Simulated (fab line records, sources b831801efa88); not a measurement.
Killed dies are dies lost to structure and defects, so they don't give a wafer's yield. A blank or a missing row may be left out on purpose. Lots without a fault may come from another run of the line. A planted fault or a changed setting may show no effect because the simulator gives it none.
fab line records | flow sky130
record lots=7 wafers=18 last_day=51
route steps=708 shown METAL1@446 VIA1@458 PAD_OPEN@708
lots that met no fault: from a run of the same line without faults
start_h: hours from the record's first day to the start of the lot's first wafer shown | wait_h: hours since the lot's step before | " the same as in the row above | L1.1+2: a row that stands for several wafers | - no value, or no start given | * or withheld: withheld | < > ~ a bound
route shown NAME@n: a module of which the file shows steps, and the number in the route of the first | usual: mean/standard deviation of fault-free wafers | same: alike in all rows | chamber/n: place in a boat | sites: the reading at each site | _std_site: their standard deviation | _edge_site: outer sites' mean less inner sites' | radius_mm: how far each site lies from the wafer's centre | mask NAME#n: copy n | behind: the tool/chamber that last shaped the wafer | hold: why the lot was held/for how many hours/how that ended | device: the transistor (n, p or np) that didn't switch | end of line: the same wafers' tests at the end of the route | a step without rows: its recipe alone | killed: dies lost to structure and defects at the first sort, not the wafer's yield | map: a wafer's dies, x killed, . not, _ none there
set.NAME: the setting as run; set.NAME@STEP: as run at that earlier step | model.NAME: the simulator's own value behind a step, which no gauge read
lots at some steps of the route; a table a step, a row a wafer
services: from which hour (start_h, from the record's first day; less than 0 if before it) a tool's chamber was out of use, for how many hours, and why
## steps
# step SKY_METAL1_EXPOSE_12
# recipe mask_id=MM1 na=0.8 source_shape=annular sigma_inner=0.55 sigma_outer=0.85 target_cd_nm=140 dose_mj=28
# step SKY_METAL1_PEB_13
# recipe peb_temp_c=withheld peb_time_s=withheld resist=KrF-thick
# step SKY_METAL1_DEVELOP_14
# recipe develop_time_s=60 resist=KrF-thick dev_temp_c=21
# step SKY_METAL1_CD_MEAS_15
# recipe target_cd_nm=140
# usual cd_nm=139.8/1.5
# columns lot.wafer tool chamber start_h wait_h cd_nm
L103.2 cd_sem-01 - 810.67 - 140.4
L103.3 " - " " 140.9
L103.6 " - " " 140.4
L111.1 cd_sem-02 - 873.53 - 144.2
L111.2 " - " " 143.0
L111.3 " - " " 142.8
L114.4 cd_sem-01 - 897.16 - 140.5
L114.6 " - " " 138.3
L115.1 cd_sem-01 - 903.45 - 137.7
L115.4 " - " " 139.1
L117.4 cd_sem-01 - 925.61 - 139.0
L117.5 " - " " 137.2
L118.1 cd_sem-01 - 925.91 - 141.1
L118.3 " - " " 140.9
L118.4 " - " " 139.8
L122.2 cd_sem-01 - 945.47 - 138.0
L122.4 " - " " 138.2
L122.5 " - " " 139.0
# step SKY_METAL1_OVL_MEAS_16
# usual METAL1_OVL=0/5.1
# columns lot.wafer tool chamber start_h wait_h METAL1_OVL[nm]
L103.2 overlay-01 - 810.78 0.1 4
L103.3 " - " " -4
L103.6 " - " " 1
L111.1 overlay-02 - 873.65 0.1 2
L111.2 " - " " -7
L111.3 " - " " 1
L114.4 overlay-01 - 897.24 0.1 -1
L114.6 " - " " 0
L115.1 overlay-01 - 903.57 0.1 -3
L115.4 " - " " 1
L117.4 overlay-01 - 925.69 0.1 -2
L117.5 " - " " -7
L118.1 overlay-02 - 926.03 0.1 -6
L118.3 " - " " -1
L118.4 " - " " 0
L122.2 overlay-02 - 945.58 0.1 -5
L122.4 " - " " -7
L122.5 " - " " -5
# step SKY_METAL1_DESCUM_17
# recipe chemistry=O2 source_power_w=150 bias_power_w=0 pressure_mtorr=10 temp_c=40 time_s=8
# usual drypump_motor_current_A=5.6/0.47 he_backside_leak_sccm=3.32/0.24 oes_product_au=1.003/0.0082
# columns lot.wafer tool chamber start_h wait_h drypump_motor_current_A he_backside_leak_sccm oes_product_au rf_hours_counter_h
L103.2 rie_metal-01 0 810.81 0.0 6.2 3.34 1.015 15
L103.3 " 0 " " 6.2 3.34 1.026 -
L103.6 " 1 " " 5.4 3.32 0.996 -
L111.1 rie_metal-02 1 873.69 0.0 5.6 3.12 1.006 5
L111.2 " 0 " " 6.1 3.43 1.009 16
L111.3 " 1 " " 5.6 3.39 1.006 -
L114.4 rie_metal-03 1 897.27 0.0 4.6 3.65 1.010 -
L114.6 " 0 " " 5.8 3.15 1.002 -
L115.1 rie_metal-01 1 903.61 0.0 5.3 3.53 1.000 13
L115.4 " 0 " " 6.1 3.40 1.009 -
L117.4 rie_metal-02 1 925.74 0.0 5.6 3.24 1.004 -
L117.5 " 1 " " 5.6 3.17 1.007 -
L118.1 rie_metal-01 1 926.07 0.0 5.4 3.19 0.997 14
L118.3 " 1 " " 5.3 3.19 1.006 -
L118.4 " 0 " " 6.1 3.27 1.008 -
L122.2 rie_metal-03 0 945.61 0.0 5.8 3.58 0.992 19
L122.4 " 1 " " 4.7 3.54 1.007 -
L122.5 " 1 " " 4.6 3.36 1.001 -
# step SKY_METAL1_ETCH_18
# recipe chemistry=N2/H2 target=BARC ion_energy_ev=200 bias_w=100 pressure_mtorr=30 n2_flow_sccm=100 h2_flow_sccm=200 icp_w=500 stop_on=SiO2 time_s=45.9 target_depth_a=600
# usual drypump_motor_current_A=5.6/0.48 h2_flow_sccm=200.1/0.58 he_backside_leak_sccm=3.29/0.22 oes_product_au=0.855/0.0048 throttle_valve_pct=13.223/0.0098
# columns lot.wafer tool chamber start_h wait_h drypump_motor_current_A h2_flow_sccm he_backside_leak_sccm oes_product_au rf_hours_counter_h throttle_valve_pct
L103.2 rie_metal-01 0 810.84 0.0 6.2 200.3 3.36 0.863 15 13.212
L103.3 " 0 " " 6.2 199.8 3.21 0.855 - 13.213
L103.6 " 1 " " 5.4 199.7 3.16 0.852 - 13.236
L111.1 rie_metal-02 1 873.72 0.0 5.6 200.4 3.18 0.865 5 13.211
L111.2 " 0 " " 6.1 200.4 2.96 0.858 16 13.222
L111.3 " 1 " " 5.6 200.4 2.98 0.860 - 13.208
L114.4 rie_metal-03 1 897.31 0.0 4.7 201.1 3.68 0.855 - 13.240
L114.6 " 0 " " 5.8 199.6 3.25 0.856 - 13.235
L115.1 rie_metal-01 1 903.64 0.0 5.4 200.6 3.39 0.856 13 13.219
L115.4 " 0 " " 6.2 199.0 3.27 0.852 - 13.227
L117.4 rie_metal-02 1 925.83 0.1 5.6 200.0 3.44 0.856 - 13.254
L117.5 " 1 " " 5.6 200.4 3.34 0.861 - 13.219
L118.1 rie_metal-01 1 926.10 0.0 5.4 200.5 3.23 0.849 14 13.230
L118.3 " 1 " " 5.4 200.4 3.26 0.851 - 13.227
L118.4 " 0 " " 6.1 199.8 3.26 0.853 - 13.214
L122.2 rie_metal-03 0 945.64 0.0 5.8 201.0 3.34 0.854 19 13.224
L122.4 " 1 " " 4.7 199.9 3.41 0.860 - 13.233
L122.5 " 1 " " 4.7 199.7 3.49 0.853 - 13.217
# step SKY_METAL1_METAL_ETCH_19
# recipe target_depth_a=3600 stop_on=SiO2 over_etch_frac=0.3 time_s=78 chemistry=Cl2/BCl3 resist_sidewall_deg=88 pressure_mtorr=10 icp_w=900 bias_w=48.5 Cl2_flow_sccm=60 bcl3_flow_sccm=30
# usual drypump_motor_current_A=5.6/0.47 he_backside_leak_sccm=3.33/0.28 oes_product_au=0.854/0.0059 throttle_valve_pct=22.266/0.0084
# columns lot.wafer tool chamber start_h wait_h drypump_motor_current_A he_backside_leak_sccm oes_product_au rf_hours_counter_h throttle_valve_pct
L103.2 rie_metal-01 0 810.90 0.0 6.1 3.25 0.859 15 22.255
L103.3 " 0 " " 6.1 3.12 0.860 - 22.265
L103.6 " 1 " " 5.4 4.23 0.865 - 22.277
L111.1 rie_metal-02 1 873.78 0.0 5.6 3.37 0.851 5 22.276
L111.2 " 0 " " 6.1 3.17 0.852 16 22.269
L111.3 " 1 " " 5.6 3.35 0.849 - 22.260
L114.4 rie_metal-03 1 897.38 0.1 4.6 3.72 0.857 - 22.267
L114.6 " 0 " " 5.8 3.25 0.856 - 22.262
L115.1 rie_metal-01 1 903.70 0.0 5.3 3.27 0.848 13 22.262
L115.4 " 0 " " 6.1 3.24 0.849 - 22.260
L117.4 rie_metal-02 1 925.99 0.1 5.6 3.14 0.853 - 22.265
L117.5 " 1 " " 5.6 3.25 0.849 - 22.249
L118.1 rie_metal-01 1 926.16 0.0 5.3 3.40 0.857 14 22.285
L118.3 " 1 " " 5.3 3.34 0.856 - 22.274
L118.4 " 0 " " 6.1 3.22 0.860 - 22.266
L122.2 rie_metal-03 0 945.70 0.0 5.9 3.51 0.851 19 22.266
L122.4 " 1 " " 4.7 3.72 0.857 - 22.253
L122.5 " 1 " " 4.7 3.64 0.857 - 22.269
# step SKY_METAL1_STRIP_20
# recipe chemistry=O2/N2 power_w=1400 pressure_mtorr=1500 platen_temp_c=withheld o2_flow_sccm=3000 n2_flow_sccm=300 overash_fraction=0.5
# usual drypump_motor_current_A=5.9/0.56 oes_product_au=0.343/0.0049 strip_time_to_endpoint_s=2.70/0.032
# columns lot.wafer tool chamber start_h wait_h drypump_motor_current_A oes_product_au rf_hours_counter_h strip_time_to_endpoint_s
L103.2 plasma_asher-04 0 810.99 0.1 5.9 0.346 95 2.66
L103.3 " 1 " " 6.5 0.341 - 2.68
L103.6 " 0 " " 5.9 0.350 - 2.74
L111.1 plasma_asher-02 1 873.87 0.1 4.7 0.334 5 2.71
L111.2 " 0 " " 6.2 0.341 5 2.68
L111.3 " 0 " " 6.2 0.349 - 2.71
L114.4 plasma_asher-03 1 897.48 0.1 6.2 0.340 - 2.68
L114.6 " 0 " " 5.6 0.338 - 2.75
L115.1 plasma_asher-02 0 903.79 0.1 6.2 0.334 6 2.67
L115.4 " 1 " " 4.7 0.343 - 2.66
L117.4 plasma_asher-04 1 926.11 0.1 6.5 0.348 - 2.73
L117.5 " 1 " " 6.5 0.344 - 2.72
L118.1 plasma_asher-02 0 926.25 0.1 6.2 0.352 8 2.73
L118.3 " 1 " " 4.7 0.338 - 2.69
L118.4 " 0 " " 6.2 0.346 - 2.73
L122.2 plasma_asher-03 1 945.79 0.1 6.3 0.340 81 2.69
L122.4 " 1 " " 6.2 0.344 - 2.66
L122.5 " 1 " " 6.2 0.338 - 2.69
# step SKY_METAL1_STRIP_21
# recipe chemistry=post_etch_residue_remover time_s=1200 temp_c=72.5
# step SKY_METAL1_CLEAN_22
# recipe chemistry=IPA time_s=180 temp_c=25
# step SKY_METAL1_CLEAN_23
# recipe chemistry=O3/DIW dry=n2_spin
# step SKY_VIA1_HDPCVD_00
# recipe material=SiO2 target_thk_nm=1030 sigma_open_frac=0.3 time_s=171.7 temp_c=400 sih4_flow_sccm=60 pressure_mtorr=6
# columns lot.wafer tool chamber start_h wait_h model.SiO2_of_VIA1_HDPCVD_00.thk_nm
L103.2 hdpcvd-01 2 812.14 0.0 1042
L103.3 " 2 " " 1043
L103.6 " 2 " " 1029
L111.1 hdpcvd-02 2 874.50 0.0 1042
L111.2 " 0 " " 1040
L111.3 " 1 " " 1020
L114.4 hdpcvd-02 1 898.13 0.1 596.4
L114.6 " 1 " " 999.7
L115.1 hdpcvd-02 1 904.39 0.0 1027
L115.4 " 1 " " 613
L117.4 hdpcvd-02 2 926.73 0.1 614.3
L117.5 " 1 " " 605.4
L118.1+3 hdpcvd-01 0,2 926.85 0.0 1035
L118.4 " 2 " " 1043
L122.2 hdpcvd-01 0 946.38 0.0 1026
L122.4 " 2 " " 1044
L122.5 " 1 " " 1036
# step SKY_VIA1_THK_MEAS_01
# recipe reads=SiO2_of_VIA1_HDPCVD_00
# usual VIA1_HDPCVD_THK=1034/12
# columns lot.wafer tool chamber start_h wait_h VIA1_HDPCVD_THK[nm]
L103.2 film_metro-01 - 812.31 0.1 1042
L103.3 " - " " 1044
L103.6 " - " " 1028
L111.1 film_metro-01 - 874.61 0.1 1042
L111.2 " - " " 1040
L111.3 " - " " 1020
L114.4 film_metro-03 - 898.27 0.1 596
L114.6 " - " " 999
L115.1 film_metro-03 - 904.50 0.1 1027
L115.4 " - " " 613
L117.4 film_metro-01 - 926.82 0.0 614
L117.5 " - " " 605
L118.1 film_metro-02 - 926.96 0.1 1034
L118.3 " - " " 1035
L118.4 " - " " 1043
L122.2 film_metro-01 - 946.51 0.1 1026
L122.4 " - " " 1044
L122.5 " - " " 1036
# step SKY_VIA1_CMP_02
# recipe material=SiO2 down_force_psi=4 platen_rpm=60 pad_velocity_m_s=0.94248
# usual head_pressure_psi=4.001/0.009 motor_current_A=12.1/1.2 platen_rpm=60.00/0.043 retaining_ring_pressure_frac=1.001/0.0047
# columns lot.wafer tool chamber start_h wait_h head_pressure_psi motor_current_A platen_rpm retaining_ring_pressure_frac
L103.3 cmp-02 0 812.36 0.0 4.006 11.8 60.03 1.000
L103.2 " 3 " " 4.010 14.1 59.98 0.999
L103.6 " 0 " " 4.000 11.5 60.03 0.994
L111.2 cmp-02 0 874.72 0.1 4.016 11.2 60.02 1.011
L111.3 " 1 " " 3.991 13.7 59.98 0.999
L111.1 " 2 " " 4.007 11.7 59.94 1.001
L114.4 cmp-02 2 898.45 0.2 4.007 12.0 59.96 1.001
L114.6 " 3 " " 3.988 13.6 60.05 1.007
L115.1 cmp-01 3 904.56 0.1 3.992 11.3 60.05 1.003
L115.4 " 2 " " 3.993 10.9 59.97 1.004
L117.4 cmp-02 2 926.95 0.1 4.002 12.5 59.93 1.008
L117.5 " 1 " " 4.003 14.3 60.00 0.996
L118.4 cmp-01 2 927.02 0.0 3.999 11.5 60.04 1.006
L118.1 " 0 " " 3.988 12.1 60.01 1.002
L118.3 " 1 " " 3.997 11.3 60.00 1.003
L122.2 cmp-02 3 946.56 0.0 4.004 14.4 60.03 0.995
L122.4 " 0 " " 4.009 11.9 59.99 1.000
L122.5 " 3 " " 4.015 14.0 60.12 0.999
# step SKY_PAD_OPEN_PROBE_99
# columns lot.wafer tool chamber start_h wait_h model.etest.met2_comb.leak_log10_a_um
L103.2 prober-02 - 1120.33 0.1 -11.81
L103.3 prober-02 - 1120.38 0.2 -12
L103.6 prober-02 - 1120.53 0.2 -11.96
L111.1 prober-01 - 1166.97 0.1 -12.04
L111.2 prober-01 - 1167.02 0.1 -11.93
L111.3 prober-01 - 1167.07 0.2 -12.1
L114.4 prober-01 - 1185.87 0.2 -9.243
L114.6 prober-01 - 1185.97 0.2 -12.09
L115.1 prober-02 - 1189.62 0.1 -11.9
L115.4 prober-02 - 1189.77 0.2 -10.08
L117.4 prober-02 - 1205.41 0.2 -10.26
L117.5 prober-02 - 1205.46 0.2 -9.996
L118.1 prober-01 - 1206.40 0.1 -12.16
L118.3 prober-01 - 1206.50 0.2 -12.08
L118.4 prober-01 - 1206.55 0.2 -12.13
L122.2 prober-01 - 1219.60 0.1 -12
L122.4 prober-01 - 1219.70 0.2 -11.97
L122.5 prober-01 - 1219.75 0.2 -11.95
# killed by level:class
L103.2 VIA1:geometric_particle:open=14 VIA3:geometric_particle:open=8 LI_CONTACT:geometric_particle:open=7 METAL1:geometric_particle:short=7 VIA2:geometric_particle:open=6 CONTACT:geometric_particle:short=6 METAL2:geometric_particle:short=6 FIELD_ISO:geometric_particle:open=5
L103.3 LI_CONTACT:geometric_particle:open=12 VIA1:geometric_particle:open=12 METAL1:geometric_particle:short=9 CONTACT:geometric_particle:open=7 VIA3:geometric_particle:short=5 METAL3:geometric_particle:short=5 FIELD_ISO:geometric_particle:short=4 METAL2:geometric_particle:short=4
L103.6 CONTACT:geometric_particle:open=16 VIA1:geometric_particle:open=8 VIA2:geometric_particle:short=7 LI_CONTACT:geometric_particle:open=7 METAL1:geometric_particle:short=6 CONTACT:geometric_particle:short=5 VIA1:geometric_particle:short=4 VIA2:geometric_particle:open=4
L111.1 CONTACT:geometric_particle:open=9 LI_CONTACT:geometric_particle:short=8 LI_CONTACT:geometric_particle:open=7 VIA1:geometric_particle:short=7 VIA1:geometric_particle:open=7 VIA2:geometric_particle:open=6 POLY_GATE:geometric_particle:open=5 METAL1:geometric_particle:short=5
L111.2 CONTACT:geometric_particle:open=11 LI_CONTACT:geometric_particle:open=7 VIA1:geometric_particle:open=7 FIELD_ISO:geometric_particle:open=6 CONTACT:geometric_particle:short=6 METAL3:geometric_particle:short=5 METAL4:geometric_particle:short=5 VIA2:geometric_particle:open=4
L111.3 VIA1:geometric_particle:open=13 METAL3:geometric_particle:short=8 VIA3:geometric_particle:open=7 METAL2:geometric_particle:short=6 CONTACT:geometric_particle:short=5 VIA2:geometric_particle:short=5 VIA2:geometric_particle:open=5 POLY_GATE:geometric_particle:short=4
L118.1 VIA1:geometric_particle:open=13 LI_CONTACT:geometric_particle:open=6 VIA2:geometric_particle:open=6 VIA3:geometric_particle:open=6 CONTACT:geometric_particle:open=4 METAL2:geometric_particle:short=4 POLY_GATE:geometric_particle:short=4 FIELD_ISO:geometric_particle:open=3
L118.3 LI_CONTACT:geometric_particle:open=9 VIA3:geometric_particle:open=9 METAL2:geometric_particle:short=8 VIA2:geometric_particle:open=8 CONTACT:geometric_particle:short=7 VIA1:geometric_particle:open=7 METAL1:geometric_particle:short=6 POLY_GATE:geometric_particle:short=5
L118.4 VIA2:geometric_particle:open=14 CONTACT:geometric_particle:open=6 METAL3:geometric_particle:short=5 VIA3:geometric_particle:open=5 FIELD_ISO:geometric_particle:open=4 POLY_GATE:geometric_particle:open=4 METAL1:geometric_particle:short=4 VIA1:geometric_particle:open=4
L122.2 VIA2:geometric_particle:open=13 CONTACT:geometric_particle:open=11 VIA1:geometric_particle:open=11 LI_CONTACT:geometric_particle:open=8 VIA3:geometric_particle:open=8 CONTACT:geometric_particle:short=7 METAL1:geometric_particle:short=6 METAL1:geometric_particle:open=4
L122.4 LOCAL_INTERCONNECT:geometric_particle:short=9 VIA3:geometric_particle:open=8 FIELD_ISO:geometric_particle:open=7 VIA1:geometric_particle:open=7 METAL1:geometric_particle:short=6 CONTACT:geometric_particle:open=5 VIA1:geometric_particle:short=5 VIA2:geometric_particle:short=5
L122.5 CONTACT:geometric_particle:open=13 VIA3:geometric_particle:open=9 VIA1:geometric_particle:open=9 FIELD_ISO:geometric_particle:short=7 LI_CONTACT:geometric_particle:open=7 FIELD_ISO:geometric_particle:open=5 METAL2:geometric_particle:short=5 VIA2:geometric_particle:open=5
## services
# columns tool chamber start_h hours kind
hdpcvd-01 0 801.55 14.0 repair
plasma_asher-02 - 845.56 7.7 repair
hdpcvd-01 - 851.50 28.1 pm
rie_metal-01 0 856.64 13.8 repair
cmp-01 - 867.94 12.5 repair
rie_metal-01 0 874.16 21.6 repair
plasma_asher-02 - 874.53 15.6 pm
cmp-02 - 876.07 0.5 repair
rie_metal-02 0 884.12 - clean
rie_metal-02 0 884.12 17.8 scheduled_down
rie_metal-02 0 884.12 17.8 vent_cycle
hdpcvd-01 1 886.33 4.1 repair
hdpcvd-02 0 888.48 14.6 repair
rie_metal-01 - 905.16 0.8 repair
cmp-02 - 907.53 3.5 repair
rie_metal-01 0 908.80 - clean
rie_metal-01 0 908.80 13.2 scheduled_down
rie_metal-01 0 908.80 13.2 vent_cycle
cmp-01 - 915.85 4.0 pm
plasma_asher-02 - 917.56 2.8 pm
cmp-01 - 919.85 - consumable_replace:conditioner
cmp-01 - 919.85 - consumable_replace:pad
rie_metal-02 0 925.63 8.6 repair
cmp-01 - 941.23 4.9 pm
## key
first_sign step=SKY_VIA1_THK_MEAS_01 reading=VIA1_HDPCVD_THK direction=down sigmas=37 usual=1034 struck=607
effect none on later readings
model_effect step=SKY_VIA1_HDPCVD_00 value=SiO2_of_VIA1_HDPCVD_00.thk_nm without=1017 struck=607.3
model_effect step=SKY_PAD_OPEN_PROBE_99 value=etest.met2_comb.leak_log10_a_um without=-11.94 struck=-9.894
met_at SKY_VIA1_HDPCVD_00
struck_wafers L114.4,L115.4,L117.4,L117.5
sort_left_out L114.4,L115.4,L117.4,L117.5
onset_between 874.50 898.13
fault kind=process_parameter_drift tool=hdpcvd-02 chamber=- onset_h=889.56 steps=SKY_VIA1_HDPCVD_00 channel=target_thk_nm offset=-409.3 shape=step end_h=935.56 scope=struck_wafers_only acts_in=these_recipes_only stated=1030
# sort_left_out: the simulated sort isn't trusted on such a fault, so these wafers' sort isn't shown, and their yield isn't known
